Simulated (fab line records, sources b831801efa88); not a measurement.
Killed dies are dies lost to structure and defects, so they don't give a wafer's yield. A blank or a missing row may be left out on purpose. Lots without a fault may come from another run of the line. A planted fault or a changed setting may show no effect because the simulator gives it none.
Tool commonality check | flow gf180mcu | 13 lots, 39 wafers sampled

WHY IT WAS OPENED
At GF_V5_THK_MEAS_01 the reading V5_CVD_00_THK is flagged on 3 of 13 lots. Wafers without a fault read 298 nm, standard deviation 4.4.
Rule: a lot is flagged when every wafer of it that has a number lies more than 4 standard deviations from that mean, or none has a number. The other lots count as sound.

lot  | measured     | on            | V5_CVD_00_THK (nm), wafer by wafer | flag
L662 | day 26 09:16 | film_metro-04 | 297 302 298                        |
L663 | day 26 17:58 | film_metro-01 | 296 301 299                        |
L664 | day 26 20:32 | film_metro-04 | 290 292 296                        |
L665 | day 27 12:16 | film_metro-04 | 585 598 605                        | FLAGGED
L666 | day 27 18:08 | film_metro-04 | 611 612 596                        | FLAGGED
L671 | day 28 22:48 | film_metro-04 | 603 583 602                        | FLAGGED
L678 | day 31 04:37 | film_metro-03 | 296 300 296                        |
L679 | day 31 08:53 | film_metro-03 | 289 301 295                        |
L681 | day 31 20:50 | film_metro-04 | 298 305 298                        |
L682 | day 32 03:58 | film_metro-01 | 298 296 301                        |
L683 | day 32 15:05 | film_metro-03 | 296 295 297                        |
L684 | day 32 16:04 | film_metro-04 | 301 297 301                        |
L685 | day 32 19:56 | film_metro-03 | 302 303 298                        |
The numbers of the flagged lots are 599 nm on average: +301 nm against the usual, or +69 standard deviations.

WHICH TOOL RAN EACH LOT
The record holds 2 process steps before the reading, out of a route of 602 steps. In each cell: the tool, then ch and the chambers that the sampled wafers went through, then the start.
lot  | flag    | GF_M5_STRIP_11                       | GF_V5_CVD_00
L662 |         | plasma_asher-02 ch 0,1, day 26 08:39 | hdpcvd-02 ch 0,1,2, day 26 09:14
L663 |         | plasma_asher-01 ch 0,1, day 26 17:23 | hdpcvd-02 ch 0,1,2, day 26 17:55
L664 |         | plasma_asher-01 ch 0,1, day 26 19:56 | hdpcvd-01 ch 0,2, day 26 20:28
L665 | FLAGGED | plasma_asher-03 ch 0,1, day 27 11:21 | hdpcvd-01 ch 0,2, day 27 11:53
L666 | FLAGGED | plasma_asher-02 ch 0,1, day 27 17:16 | hdpcvd-01 ch 0,1, day 27 17:49
L671 | FLAGGED | plasma_asher-02 ch 0,1, day 28 22:00 | hdpcvd-01 ch 1,2, day 28 22:32
L678 |         | plasma_asher-02 ch 1, day 31 04:00   | hdpcvd-01 ch 0,2, day 31 04:34
L679 |         | plasma_asher-02 ch 0,1, day 31 08:12 | hdpcvd-01 ch 0,1,2, day 31 08:51
L681 |         | plasma_asher-03 ch 0,1, day 31 20:15 | hdpcvd-02 ch 0,2, day 31 20:47
L682 |         | plasma_asher-01 ch 0,1, day 32 03:21 | hdpcvd-02 ch 1,2, day 32 03:55
L683 |         | plasma_asher-03 ch 0,1, day 32 14:30 | hdpcvd-02 ch 1,2, day 32 15:02
L684 |         | plasma_asher-03 ch 0,1, day 32 15:27 | hdpcvd-02 ch 0,1,2, day 32 16:01
L685 |         | plasma_asher-02 ch 0,1, day 32 19:21 | hdpcvd-01 ch 0,1,2, day 32 19:53
What these steps do:
- GF_M5_STRIP_11: strips in O2/N2.
- GF_V5_CVD_00: deposits SiO2, target thk 300 nm, time 50 s.
- GF_V5_THK_MEAS_01

FLAGGED OVER TOTAL, TOOL BY TOOL (the gauges that took the reading come last)
step              | tool            | lots run | flagged | share of the flagged lots | sound lots run after its first flagged lot
GF_M5_STRIP_11    | plasma_asher-01 | 3        | 0       | none                      | -
GF_M5_STRIP_11    | plasma_asher-02 | 6        | 2       | some                      | 3 (L678,L679,L685)
GF_M5_STRIP_11    | plasma_asher-03 | 4        | 1       | some                      | 3 (L681,L683,L684)
GF_V5_CVD_00      | hdpcvd-01       | 7        | 3       | all                       | 3 (L678,L679,L685)
GF_V5_CVD_00      | hdpcvd-02       | 6        | 0       | none                      | -
GF_V5_THK_MEAS_01 | film_metro-01   | 2        | 0       | none                      | -
GF_V5_THK_MEAS_01 | film_metro-03   | 4        | 0       | none                      | -
GF_V5_THK_MEAS_01 | film_metro-04   | 7        | 3       | all                       | 2 (L681,L684)

WHAT THE TABLE ALLOWS
2 rows of the table ran every flagged lot: hdpcvd-01 at GF_V5_CVD_00, film_metro-04 at GF_V5_THK_MEAS_01.
- hdpcvd-01 at GF_V5_CVD_00: 3 of its 7 lots flagged. Sound lots ran on it after the first flagged one (L678, L679, L685), which a lasting fault on the whole tool wouldn't allow.
- film_metro-04 at GF_V5_THK_MEAS_01: 3 of its 7 lots flagged. Sound lots ran on it after the first flagged one (L681, L684), which a lasting fault on the whole tool wouldn't allow.
No row of the table ran every flagged lot and no sound lot after the first.

WHAT THE SIMULATOR HAD PUT IN
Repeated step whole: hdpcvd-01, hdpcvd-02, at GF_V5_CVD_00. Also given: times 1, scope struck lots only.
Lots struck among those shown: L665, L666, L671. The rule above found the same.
